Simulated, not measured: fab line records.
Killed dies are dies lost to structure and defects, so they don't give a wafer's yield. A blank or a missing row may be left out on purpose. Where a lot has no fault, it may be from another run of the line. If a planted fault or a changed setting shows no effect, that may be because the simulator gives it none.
fab line records	flow gf180mcu
[record] lots = 7	wafers = 21	lastDay = 34
route steps=602 shown STI@22 DNWELL@32 NWELL@42 LVPWELL@54 MVSD@77 MVPSD@89 VT_IMPLANT@100
lots that met no fault: taken from a fault-free run of the same line
startH: the number of hours between the record's first day and the start of the first shown wafer of the lot	waitH: hours from the lot's prior step to this one	" as in the row above	L1.1+2: one row covering several wafers at once	- no value, or no start given	* or withheld: withheld	< > ~ a bound
route shown NAME@n: names a module that has steps shown in the file, with the first one's number in the route	usual: average and standard deviation across the fault-free wafers	same: alike in all rows	chamber/n: place in a boat	sites: each site's reading	_std_site: how widely they spread, as a standard deviation	_edge_site: the outer-site mean with the inner-site mean subtracted	radiusMm: how far each site lies from the wafer's centre	mask NAME#n: copy n	behind: the most recent tool/chamber to have shaped the wafer	hold: why the lot went on hold/how many hours it stayed there/how the hold came to an end	device: which transistor (n, p or np) failed to switch	end of line: the route-end tests of the same wafers	for a step that has no rows: nothing shown but its recipe	killed: dies that structure and defects cost at the first sort, which is not the same as the wafer's yield	map: per-die view of a wafer (x killed, . not killed, _ where there is no die)
set.NAME: setting as actually run; set.NAME@STEP: the setting as run at that earlier step	model.NAME: the simulator's own value behind a step, which no gauge read
certain route steps with their lots: each step a table, each wafer a row
services: from which hour (startH, from the record's first day; less than 0 if before it) a tool's chamber was out of use, for how many hours, and why
[[steps]]
[step GF_STI_OXIDATION_21]
[recipe] tempC = 1000	ambient = O2	stabiliseS = 600	purgeS = 300	targetThkA = 150	oxTimeS = 458
[step GF_STI_THK_MEAS_22]
[recipe] reads = SiO2_of_STI_OXIDATION_21
[usual] STI_OXIDATION_01_THK = 14.99/0.27
lot.wafer	tool	chamber	startH	waitH	STI_OXIDATION_01_THK[nm]
L614.2	filmMetro-01	-	53.14	0.0	14.89
L614.5	"	-	"	"	15.32
L614.6	"	-	"	"	15.26
L617.3	filmMetro-04	-	68.25	0.0	14.72
L617.5	"	-	"	"	14.47
L617.6	"	-	"	"	14.52
L618.1	filmMetro-01	-	74.73	0.0	14.87
L618.2	"	-	"	"	14.65
L618.5	"	-	"	"	14.66
L619.1	filmMetro-01	-	78.29	0.0	15.06
L619.3	"	-	"	"	14.75
L619.6	"	-	"	"	14.60
L623.3	filmMetro-01	-	101.14	0.0	15.06
L623.5	"	-	"	"	15.03
L623.6	"	-	"	"	14.87
L624.1	filmMetro-04	-	104.89	0.0	15.05
L624.2	"	-	"	"	14.80
L624.5	"	-	"	"	14.99
L629.3	filmMetro-04	-	130.47	0.0	15.29
L629.5	"	-	"	"	15.23
L629.6	"	-	"	"	15.32
[step GF_STI_CVD_23]
[recipe] material = SiO2	targetThkNm = 650	sigmaOpenFrac = 0.3	timeS = 108.3	tempC = 600	sih4FlowSccm = 60	pressureMtorr = 6
[step GF_STI_THK_MEAS_24]
[recipe] reads = SiO2_of_STI_CVD_23
[usual] STI_CVD_23_THK = 651/5.6
lot.wafer	tool	chamber	startH	waitH	STI_CVD_23_THK[nm]
L614.2	filmMetro-04	-	53.28	0.0	658
L614.5	"	-	"	"	653
L614.6	"	-	"	"	651
L617.3	filmMetro-01	-	68.39	0.1	651
L617.5	"	-	"	"	645
L617.6	"	-	"	"	656
L618.1	filmMetro-02	-	74.86	0.0	648
L618.2	"	-	"	"	649
L618.5	"	-	"	"	655
L619.1	filmMetro-04	-	78.43	0.0	653
L619.3	"	-	"	"	648
L619.6	"	-	"	"	649
L623.3	filmMetro-04	-	101.28	0.1	653
L623.5	"	-	"	"	660
L623.6	"	-	"	"	656
L624.1	filmMetro-02	-	105.03	0.0	654
L624.2	"	-	"	"	659
L624.5	"	-	"	"	659
L629.3	filmMetro-04	-	130.61	0.1	648
L629.5	"	-	"	"	649
L629.6	"	-	"	"	648
[step GF_STI_CMP_25]
[recipe] stopOn = Si3N4	tOverpolishS = 33	downForcePsi = 4	platenRpm = 60	targetThkNm = 524.6	padVelocityMS = 0.94248
[usual] motorCurrentA = 12.6/2	overpolishRunS = 33.001/0.008	timeToEndpointS = 125/6.4
[same] tOverpolishS = 33
lot.wafer	tool	chamber	startH	waitH	motorCurrentA	overpolishRunS	timeToEndpointS
L614.2	cmp-02	2	53.43	0.1	12.4	32.993	130
L614.6	"	0	"	"	15.1	32.998	139
L614.5	"	1	"	"	12.2	33.006	136
L617.3	cmp-01	3	68.48	0.1	11.1	33.001	127
L617.6	"	2	"	"	10.1	33.001	129
L617.5	"	3	"	"	10.8	32.992	128
L618.1	cmp-02	1	75.02	0.1	12.5	33.002	124
L618.2	"	2	"	"	11.8	33.008	115
L618.5	"	3	"	"	14.5	32.996	115
L619.3	cmp-02	3	78.49	0.0	15.1	32.995	116
L619.1	"	1	"	"	12.2	32.994	122
L619.6	"	3	"	"	15.3	33.006	116
L623.3	cmp-02	2	101.47	0.2	12.2	33.001	113
L623.6	"	3	"	"	15.7	33.010	116
L623.5	"	0	"	"	15.3	33.009	123
L624.2	cmp-01	0	105.09	0.0	11.7	32.987	128
L624.1	"	2	"	"	9.3	32.994	127
L624.5	"	0	"	"	11.6	33.001	126
L629.3	cmp-01	0	130.80	0.2	12.2	33.003	125
L629.5	"	1	"	"	10.4	33.005	127
L629.6	"	2	"	"	10.0	32.991	128
[step GF_STI_WET_ETCH_26]
[recipe] chemistry = dHF	targetDepthNm = 94	target = SiO2	tempC = 25	dilution = 10:1	timeS = 188
[step GF_STI_WET_ETCH_27]
[recipe] chemistry = H3PO4	targetDepthNm = 160	target = Si3N4	tempC = 160	timeS = 1825
[step GF_STI_WET_ETCH_28]
[recipe] chemistry = dHF	targetDepthNm = 20	dry = ipaMarangoni	target = SiO2	tempC = 25	dilution = 10:1	timeS = 40
[step GF_STI_OXIDATION_29]
[recipe] tempC = 900	ambient = O2	stabiliseS = 600	purgeS = 300	targetThkA = 100	oxTimeS = 1377
[step GF_STI_THK_MEAS_30]
[recipe] reads = SiO2_of_STI_OXIDATION_29
[usual] STI_OXIDATION_02_THK = 9.79/0.21
lot.wafer	tool	chamber	startH	waitH	STI_OXIDATION_02_THK[nm]
L614.2	filmMetro-01	-	55.64	0.0	9.85
L614.5	"	-	"	"	10.09
L614.6	"	-	"	"	9.91
L617.3	filmMetro-02	-	70.78	0.0	9.51
L617.5	"	-	"	"	9.70
L617.6	"	-	"	"	9.54
L618.1	filmMetro-02	-	77.26	0.0	9.76
L618.2	"	-	"	"	9.87
L618.5	"	-	"	"	9.93
L619.1	filmMetro-04	-	80.88	0.0	9.71
L619.3	"	-	"	"	9.71
L619.6	"	-	"	"	9.69
L623.3	filmMetro-01	-	103.78	0.0	10.00
L623.5	"	-	"	"	10.13
L623.6	"	-	"	"	10.02
L624.1	filmMetro-01	-	108.74	0.0	9.73
L624.2	"	-	"	"	9.60
L624.5	"	-	"	"	9.75
L629.3	filmMetro-04	-	132.96	0.0	10.09
L629.5	"	-	"	"	10.20
L629.6	"	-	"	"	9.83
[step GF_DNWELL_DEHYDRATE_00]
[recipe] tempC = 200	timeS = 60
[step GF_DNWELL_HMDS_01]
[recipe] primeTimeS = 60	primeTempC = 120
[step GF_DNWELL_COAT_02]
[recipe] spinRpm = 2000	resistThkNm = 3000
[usual] chillPlateTempC = 23.01/0.091	dispensePressureKPa = 52/5.2	exhaustPa = 45.2/0.87
lot.wafer	tool	chamber	startH	waitH	chillPlateTempC	dispensePressureKPa	exhaustPa
L614.2	lithoTrack-03	0	62.15	0.1	23.11	48	45.9
L614.5	"	0	"	"	23.02	48	45.3
L614.6	"	0	"	"	23.09	48	43.5
L617.3	lithoTrack-03	-	77.23	0.1	-	-	-
L617.5	"	-	"	"	-	-	-
L617.6	"	-	"	"	-	-	-
L618.1	lithoTrack-02	-	83.76	0.1	-	-	-
L618.2	"	-	"	"	-	-	-
L618.5	"	-	"	"	-	-	-
L619.1	lithoTrack-04	-	87.08	0.1	-	-	-
L619.3	"	-	"	"	-	-	-
L619.6	"	-	"	"	-	-	-
L623.3	lithoTrack-03	0	110.93	0.1	23.09	48	44.8
L623.5	"	0	"	"	23.10	48	44.4
L623.6	"	0	"	"	22.92	48	44.6
L624.1	lithoTrack-03	0	115.73	0.1	23.04	48	45.3
L624.2	"	0	"	"	22.90	48	45.2
L624.5	"	0	"	"	22.90	48	46.1
L629.3	lithoTrack-03	0	140.42	0.1	23.15	48	44.9
L629.5	"	0	"	"	23.02	48	44.4
L629.6	"	0	"	"	22.97	48	44.2
[step GF_DNWELL_SOFTBAKE_03]
[recipe] tempC = 110	timeS = withheld
[step GF_DNWELL_EXPOSE_04]
[recipe] maskId = DNWELL	targetCdNm = 1700	na = 0.6	sourceShape = conventional	sigmaOuter = 0.6	doseMj = 260
[step GF_DNWELL_PEB_05]
[recipe] tempC = 115	timeS = withheld
[step GF_DNWELL_DEVELOP_06]
[recipe] wallAngleDeg = 90	developTimeS = 60	devTempC = 23
[step GF_DNWELL_IMPLANT_07]
[recipe] species = P	energyKev = 1500	doseCm2 = 1e+13	tiltDeg = 0
[step GF_DNWELL_STRIP_08]
[recipe] chemistry = O2/N2	powerW = 1400	pressureMtorr = 1500	platenTempC = 250	o2FlowSccm = 3000	n2FlowSccm = 300	overashFraction = 0.5
[usual] drypumpMotorCurrentA = 5.7/0.58	heaterPowerW = 343/46	oesProductAu = 0.722/0.0043	stripTimeToEndpointS = 36.93/0.11
lot.wafer	tool	chamber	startH	waitH	drypumpMotorCurrentA	heaterPowerW	oesProductAu	rfHoursCounterH	stripTimeToEndpointS
L614.2	plasmaAsher-02	1	68.81	0.1	5.7	301	0.718	45	37.04
L614.5	"	1	"	"	5.7	293	0.715	-	36.94
L614.6	"	0	"	"	5.2	385	0.725	-	36.98
L617.3	plasmaAsher-04	1	84.41	0.1	6.6	393	-	-	-
L617.5	"	1	"	"	6.5	395	-	-	-
L617.6	"	0	"	"	6.0	392	-	-	-
L618.1	plasmaAsher-04	1	90.98	0.1	6.6	400	-	39	-
L618.2	"	0	"	"	6.1	397	-	39	-
L618.5	"	0	"	"	6.1	403	-	-	-
L619.1	plasmaAsher-04	0	94.63	0.1	6.1	401	-	39	-
L619.3	"	0	"	"	6.1	400	-	-	-
L619.6	"	1	"	"	6.6	400	-	-	-
L623.3	plasmaAsher-03	1	118.56	0.1	4.9	283	0.720	-	36.88
L623.5	"	0	"	"	5.6	320	0.722	-	36.92
L623.6	"	1	"	"	4.9	299	0.719	-	36.82
L624.1	plasmaAsher-04	0	123.48	0.1	6.0	402	0.724	43	36.98
L624.2	"	1	"	"	6.6	397	0.715	43	36.96
L624.5	"	1	"	"	6.6	399	0.725	-	36.93
L629.3	plasmaAsher-03	0	148.99	0.1	5.6	324	0.725	-	36.97
L629.5	"	1	"	"	4.9	293	0.712	-	36.77
L629.6	"	0	"	"	5.6	330	0.722	-	36.89
[step GF_DNWELL_TW_MEAS_09]
[usual] DNWELL_TW = 1352/6.3
lot.wafer	tool	chamber	startH	waitH	DNWELL_TW
L614.2	filmMetro-01	-	68.92	0.1	1358
L614.5	"	-	"	"	1359
L614.6	"	-	"	"	1350
L617.3	filmMetro-01	-	84.50	0.1	1347
L617.5	"	-	"	"	1346
L617.6	"	-	"	"	1348
L618.1	filmMetro-04	-	91.08	0.1	1353
L618.2	"	-	"	"	1345
L618.5	"	-	"	"	1343
L619.1	filmMetro-01	-	94.73	0.1	1350
L619.3	"	-	"	"	1350
L619.6	"	-	"	"	1344
L623.3	filmMetro-01	-	118.65	0.1	1347
L623.5	"	-	"	"	1352
L623.6	"	-	"	"	1349
L624.1	filmMetro-03	-	123.58	0.1	1349
L624.2	"	-	"	"	1338
L624.5	"	-	"	"	1342
L629.3	filmMetro-04	-	149.07	0.1	1371
L629.5	"	-	"	"	1366
L629.6	"	-	"	"	1350
[step GF_NWELL_DEHYDRATE_00]
[recipe] tempC = 200	timeS = 60
[step GF_NWELL_HMDS_01]
[recipe] primeTimeS = 60	primeTempC = 120
[step GF_NWELL_COAT_02]
[recipe] spinRpm = 2000	resistThkNm = 3000
[step GF_NWELL_SOFTBAKE_03]
[recipe] tempC = 110	timeS = withheld
[step GF_NWELL_EXPOSE_04]
[recipe] maskId = Nwell	targetCdNm = 860	na = 0.6	sourceShape = conventional	sigmaOuter = 0.6	doseMj = 260
[step GF_NWELL_PEB_05]
[recipe] tempC = 115	timeS = withheld
[step GF_NWELL_DEVELOP_06]
[recipe] wallAngleDeg = 90	developTimeS = 60	devTempC = 23
[step GF_NWELL_OVL_MEAS_07]
[usual] NWELL_OVL = -0.7/1.1
lot.wafer	tool	chamber	startH	waitH	NWELL_OVL[nm]
L614.2	overlay-01	-	82.07	-	-1.3
L614.5	"	-	"	"	-2.0
L614.6	"	-	"	"	-2.7
L617.3	overlay-01	-	98.23	-	0.5
L617.5	"	-	"	"	-0.1
L617.6	"	-	"	"	0.3
L618.1	overlay-02	-	104.71	-	0.6
L618.2	"	-	"	"	-1.2
L618.5	"	-	"	"	-1.4
L619.1	overlay-01	-	108.52	-	-1.3
L619.3	"	-	"	"	-0.4
L619.6	"	-	"	"	0.5
L623.3	overlay-02	-	133.17	-	-0.7
L623.5	"	-	"	"	0.9
L623.6	"	-	"	"	-0.1
L624.1	overlay-01	-	138.72	-	-2.8
L624.2	"	-	"	"	1.7
L624.5	"	-	"	"	-0.6
L629.3	overlay-01	-	164.72	-	0.3
L629.5	"	-	"	"	-0.9
L629.6	"	-	"	"	-3.3
[step GF_NWELL_IMPLANT_08]
[recipe] species = P	energyKev = 450	doseCm2 = 1.5e+13	tiltDeg = 0
[step GF_NWELL_IMPLANT_09]
[recipe] species = P	energyKev = 160	doseCm2 = 4e+12	tiltDeg = 0
[step GF_NWELL_STRIP_10]
[recipe] chemistry = O2/N2	powerW = 1400	pressureMtorr = 1500	platenTempC = 250	o2FlowSccm = 3000	n2FlowSccm = 300	overashFraction = 0.5
[usual] drypumpMotorCurrentA = 5.5/0.47	heaterPowerW = 328/31	oesProductAu = 0.722/0.0043	stripTimeToEndpointS = 36.96/0.1
lot.wafer	tool	chamber	startH	waitH	drypumpMotorCurrentA	heaterPowerW	oesProductAu	rfHoursCounterH	stripTimeToEndpointS
L614.2	plasmaAsher-02	0	82.40	0.1	5.1	379	0.723	46	37.00
L614.5	"	0	"	"	5.2	383	0.720	-	37.01
L614.6	"	1	"	"	5.7	299	0.727	-	37.01
L617.3	plasmaAsher-03	0	98.59	0.1	5.6	314	0.726	-	37.02
L617.5	"	0	"	"	5.6	328	0.725	-	36.95
L617.6	"	1	"	"	4.9	289	0.723	-	36.93
L618.1	plasmaAsher-03	0	105.04	0.1	5.6	320	0.714	44	36.95
L618.2	"	1	"	"	4.9	283	0.732	44	36.97
L618.5	"	0	"	"	5.6	324	0.722	-	36.97
L619.1	plasmaAsher-01	0	108.85	0.1	6.4	347	0.724	33	37.01
L619.3	"	1	"	"	5.4	320	0.716	-	36.97
L619.6	"	1	"	"	5.5	325	0.724	-	36.92
L623.3	plasmaAsher-01	0	133.52	0.1	6.4	344	0.720	-	36.96
L623.5	"	1	"	"	5.4	319	0.723	-	36.98
L623.6	"	0	"	"	6.4	349	0.728	-	36.87
L624.1	plasmaAsher-03	1	139.05	0.1	4.9	292	0.721	3	37.01
L624.2	"	0	"	"	5.6	321	0.723	3	36.93
L624.5	"	1	"	"	4.9	297	0.717	-	36.93
L629.3	plasmaAsher-01	0	165.07	0.1	6.5	344	0.710	-	36.86
L629.5	"	0	"	"	6.4	348	0.724	-	36.90
L629.6	"	1	"	"	5.5	321	0.717	-	36.90
[step GF_NWELL_TW_MEAS_11]
[usual] NWELL_TW = 1580/17
lot.wafer	tool	chamber	startH	waitH	NWELL_TW
L614.2	filmMetro-02	-	82.51	0.1	1600
L614.5	"	-	"	"	1614
L614.6	"	-	"	"	1610
L617.3	filmMetro-02	-	98.67	0.1	1879
L617.5	"	-	"	"	1870
L617.6	"	-	"	"	1872
L618.1	filmMetro-03	-	105.14	0.1	1824
L618.2	"	-	"	"	1836
L618.5	"	-	"	"	1838
L619.1	filmMetro-02	-	108.95	0.1	1882
L619.3	"	-	"	"	1874
L619.6	"	-	"	"	1885
L623.3	filmMetro-04	-	133.61	0.1	1576
L623.5	"	-	"	"	1570
L623.6	"	-	"	"	1578
L624.1	filmMetro-03	-	139.15	0.1	1565
L624.2	"	-	"	"	1572
L624.5	"	-	"	"	1564
L629.3	filmMetro-03	-	165.16	0.1	1557
L629.5	"	-	"	"	1569
L629.6	"	-	"	"	1561
[step GF_LVPWELL_DEHYDRATE_00]
[recipe] tempC = 200	timeS = 60
[step GF_LVPWELL_HMDS_01]
[recipe] primeTimeS = 60	primeTempC = 120
[step GF_LVPWELL_COAT_02]
[recipe] spinRpm = 2000	resistThkNm = 3000
[step GF_LVPWELL_SOFTBAKE_03]
[recipe] tempC = 110	timeS = withheld
[step GF_LVPWELL_EXPOSE_04]
[recipe] maskId = LVPWELL	targetCdNm = 600	na = 0.6	sourceShape = conventional	sigmaOuter = 0.6	doseMj = 260
[step GF_LVPWELL_PEB_05]
[recipe] tempC = 115	timeS = withheld
[step GF_LVPWELL_DEVELOP_06]
[recipe] wallAngleDeg = 90	developTimeS = 60	devTempC = 23
[step GF_LVPWELL_OVL_MEAS_07]
[usual] LVPWELL_OVL = -0.5/1.7
lot.wafer	tool	chamber	startH	waitH	LVPWELL_OVL[nm]
L614.2	overlay-02	-	96.16	-	0.7
L614.5	"	-	"	"	-1.1
L614.6	"	-	"	"	-2.2
L617.3	overlay-01	-	112.54	-	2.4
L617.5	"	-	"	"	2.9
L617.6	"	-	"	"	-0.6
L618.1	overlay-02	-	119.36	-	0.1
L618.2	"	-	"	"	-0.3
L618.5	"	-	"	"	1.7
L619.1	overlay-01	-	123.82	-	0.0
L619.3	"	-	"	"	-0.3
L619.6	"	-	"	"	1.1
L623.3	overlay-01	-	149.19	-	-4.1
L623.5	"	-	"	"	-2.0
L623.6	"	-	"	"	-3.3
L624.1	overlay-01	-	154.87	-	-0.8
L624.2	"	-	"	"	-0.2
L624.5	"	-	"	"	1.4
L629.3	overlay-01	-	180.87	-	2.2
L629.5	"	-	"	"	0.6
L629.6	"	-	"	"	1.0
[step GF_LVPWELL_IMPLANT_08]
[recipe] species = B	energyKev = 170	doseCm2 = 1.5e+13	tiltDeg = 0
[step GF_LVPWELL_IMPLANT_09]
[recipe] species = B	energyKev = 58.67	doseCm2 = 5e+12	tiltDeg = 0
[step GF_LVPWELL_TW_MEAS_11]
[usual] LVPWELL_TW = 560/6.4
lot.wafer	tool	chamber	startH	waitH	LVPWELL_TW
L614.2	filmMetro-02	-	96.60	0.1	569
L614.5	"	-	"	"	573
L614.6	"	-	"	"	569
L617.3	filmMetro-04	-	112.98	0.1	1374
L617.5	"	-	"	"	1371
L617.6	"	-	"	"	1372
L618.1	filmMetro-03	-	119.79	0.1	1369
L618.2	"	-	"	"	1374
L618.5	"	-	"	"	1375
L619.1	filmMetro-02	-	124.25	0.1	1401
L619.3	"	-	"	"	1409
L619.6	"	-	"	"	1398
L623.3	filmMetro-02	-	149.67	0.1	569
L623.5	"	-	"	"	572
L623.6	"	-	"	"	569
L624.1	filmMetro-03	-	155.31	0.1	552
L624.2	"	-	"	"	553
L624.5	"	-	"	"	555
L629.3	filmMetro-03	-	181.31	0.1	555
L629.5	"	-	"	"	555
L629.6	"	-	"	"	553
[step GF_MVSD_TW_MEAS_11]
[usual] MVSD_TW = 1591/18
lot.wafer	tool	chamber	startH	waitH	MVSD_TW
L614.2	filmMetro-03	-	110.97	0.1	1571
L614.5	"	-	"	"	1572
L614.6	"	-	"	"	1568
L617.3	filmMetro-04	-	128.98	0.1	1851
L617.5	"	-	"	"	1845
L617.6	"	-	"	"	1846
L618.1	filmMetro-04	-	135.01	0.1	1851
L618.2	"	-	"	"	1851
L618.5	"	-	"	"	1839
L619.1	filmMetro-04	-	139.96	0.1	1850
L619.3	"	-	"	"	1852
L619.6	"	-	"	"	1846
L623.3	filmMetro-04	-	166.13	0.1	1590
L623.5	"	-	"	"	1590
L623.6	"	-	"	"	1595
L624.1	filmMetro-03	-	171.36	0.1	1565
L624.2	"	-	"	"	1558
L624.5	"	-	"	"	1562
L629.3	filmMetro-02	-	198.53	0.1	1613
L629.5	"	-	"	"	1601
L629.6	"	-	"	"	1604
[step GF_MVPSD_TW_MEAS_11]
[usual] MVPSD_TW = 558/6.1
lot.wafer	tool	chamber	startH	waitH	MVPSD_TW
L614.2	filmMetro-04	-	126.32	0.1	555
L614.5	"	-	"	"	555
L614.6	"	-	"	"	557
L617.3	filmMetro-03	-	144.41	0.1	1362
L617.5	"	-	"	"	1363
L617.6	"	-	"	"	1367
L618.1	filmMetro-04	-	150.76	0.1	1383
L618.2	"	-	"	"	1385
L618.5	"	-	"	"	1388
L619.1	filmMetro-04	-	156.26	0.1	1393
L619.3	"	-	"	"	1394
L619.6	"	-	"	"	1381
L623.3	filmMetro-03	-	182.63	0.1	550
L623.5	"	-	"	"	551
L623.6	"	-	"	"	551
L624.1	filmMetro-04	-	188.49	0.1	555
L624.2	"	-	"	"	555
L624.5	"	-	"	"	553
L629.3	filmMetro-04	-	215.53	0.1	554
L629.5	"	-	"	"	558
L629.6	"	-	"	"	559
[step GF_VT_IMPLANT_TW_MEAS_10]
[usual] VT_IMPLANT_TW = 564/6
lot.wafer	tool	chamber	startH	waitH	VT_IMPLANT_TW
L614.2	filmMetro-01	-	142.07	0.1	564
L614.5	"	-	"	"	565
L614.6	"	-	"	"	563
L617.3	filmMetro-01	-	160.13	0.1	1368
L617.5	"	-	"	"	1370
L617.6	"	-	"	"	1362
L618.1	filmMetro-02	-	167.00	0.1	1405
L618.2	"	-	"	"	1402
L618.5	"	-	"	"	1400
L619.1	filmMetro-01	-	172.04	0.1	1371
L619.3	"	-	"	"	1376
L619.6	"	-	"	"	1365
L623.3	filmMetro-02	-	199.87	0.1	576
L623.5	"	-	"	"	573
L623.6	"	-	"	"	576
L624.1	filmMetro-01	-	205.20	0.1	565
L624.2	"	-	"	"	562
L624.5	"	-	"	"	564
L629.3	filmMetro-03	-	232.86	0.1	562
L629.5	"	-	"	"	564
L629.6	"	-	"	"	562
[step GF_VT_IMPLANT_TW_MEAS_21]
[usual] VT_IMPLANT_2_TW = 1218/14
lot.wafer	tool	chamber	startH	waitH	VT_IMPLANT_2_TW
L614.2	filmMetro-01	-	157.52	0.1	1212
L614.5	"	-	"	"	1210
L614.6	"	-	"	"	1214
L617.3	filmMetro-03	-	176.38	0.1	1597
L617.5	"	-	"	"	1593
L617.6	"	-	"	"	1600
L618.1	filmMetro-01	-	184.01	0.1	1597
L618.2	"	-	"	"	1597
L618.5	"	-	"	"	1594
L619.1	filmMetro-01	-	188.70	0.1	1593
L619.3	"	-	"	"	1610
L619.6	"	-	"	"	1593
L623.3	filmMetro-03	-	217.58	0.1	1210
L623.5	"	-	"	"	1210
L623.6	"	-	"	"	1212
L624.1	filmMetro-03	-	223.45	0.1	1204
L624.2	"	-	"	"	1213
L624.5	"	-	"	"	1213
L629.3	filmMetro-02	-	250.74	0.1	1244
L629.5	"	-	"	"	1251
L629.6	"	-	"	"	1244
[step GF_VT_IMPLANT_TW_MEAS_32]
[usual] VT_IMPLANT_3_TW = 273/3.2
lot.wafer	tool	chamber	startH	waitH	VT_IMPLANT_3_TW
L614.2	filmMetro-02	-	173.00	0.1	277
L614.5	"	-	"	"	277
L614.6	"	-	"	"	276
L617.3	filmMetro-02	-	193.57	0.1	1379
L617.5	"	-	"	"	1370
L617.6	"	-	"	"	1378
L618.1	filmMetro-01	-	200.51	0.1	1350
L618.2	"	-	"	"	1349
L618.5	"	-	"	"	1348
L619.1	filmMetro-03	-	205.50	0.1	1353
L619.3	"	-	"	"	1358
L619.6	"	-	"	"	1346
L623.3	filmMetro-03	-	235.16	0.1	270
L623.5	"	-	"	"	271
L623.6	"	-	"	"	272
L624.1	filmMetro-02	-	241.01	0.1	280
L624.2	"	-	"	"	279
L624.5	"	-	"	"	279
L629.3	filmMetro-03	-	270.37	0.1	272
L629.5	"	-	"	"	271
L629.6	"	-	"	"	270
[[services]]
tool	chamber	startH	hours	kind
cmp-01	-	35.12	2.8	repair
plasmaAsher-03	-	55.22	1.8	repair
cmp-02	-	64.06	4.0	pm
cmp-02	-	68.06	-	consumableReplace:conditioner
cmp-02	-	68.06	-	consumableReplace:pad
plasmaAsher-02	-	98.68	51.9	repair
plasmaAsher-03	-	108.75	9.0	pm
plasmaAsher-03	0	108.75	9.0	ventCycle
plasmaAsher-03	1	108.75	9.0	ventCycle
plasmaAsher-03	0	117.75	-	clean
plasmaAsher-03	1	117.75	-	clean
cmp-01	-	132.96	0.7	repair
plasmaAsher-01	-	134.71	15.6	pm
lithoTrack-02	-	143.18	-	consumableReplace:filter
plasmaAsher-03	-	150.35	2.8	pm
plasmaAsher-02	-	150.61	2.8	pm
[[key]]
[firstSign] step = GF_DNWELL_COAT_02	reading = toolRecord	direction = missing
[effect] step = GF_NWELL_TW_MEAS_11	reading = NWELL_TW	direction = up	sigmas = 16	usual = 1580	struck = 1862
[effect] step = GF_LVPWELL_TW_MEAS_11	reading = LVPWELL_TW	direction = up	sigmas = 99+	usual = 560	struck = 1383
[effect] step = GF_MVSD_TW_MEAS_11	reading = MVSD_TW	direction = up	sigmas = 14	usual = 1591	struck = 1848
[effect] step = GF_MVPSD_TW_MEAS_11	reading = MVPSD_TW	direction = up	sigmas = 99+	usual = 558	struck = 1379
[effect] step = GF_VT_IMPLANT_TW_MEAS_10	reading = VT_IMPLANT_TW	direction = up	sigmas = 99+	usual = 564	struck = 1380
[effect] step = GF_VT_IMPLANT_TW_MEAS_21	reading = VT_IMPLANT_2_TW	direction = up	sigmas = 26	usual = 1218	struck = 1597
[effect] step = GF_VT_IMPLANT_TW_MEAS_32	reading = VT_IMPLANT_3_TW	direction = up	sigmas = 99+	usual = 273	struck = 1359
metAt GF_DNWELL_COAT_02
struckWafers L617.3,L617.5,L617.6,L618.1,L618.2,L618.5,L619.1,L619.3,L619.6
sortLeftOut L617.3,L617.5,L617.6,L618.1,L618.2,L618.5,L619.1,L619.3,L619.6
testerLeftOut L617,L618,L619
onsetBetween 62.15 77.23
[fault] kind = skippedStepWhole	tool = lithoTrack-02,lithoTrack-03,lithoTrack-04	chamber = -	onsetH = 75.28	steps = GF_DNWELL_COAT_02	scope = struckLotsOnly
// testerLeftOut: of these lots the tester's yield and bins aren't shown, on N5 and GAA mostly nor the transistor test; their killed dies are dies lost to structure and defects alone, not to doping, threshold or leakage, so they don't give the yield
// sortLeftOut: the simulated sort isn't trusted on such a fault, so these wafers' sort isn't shown, and their yield isn't known
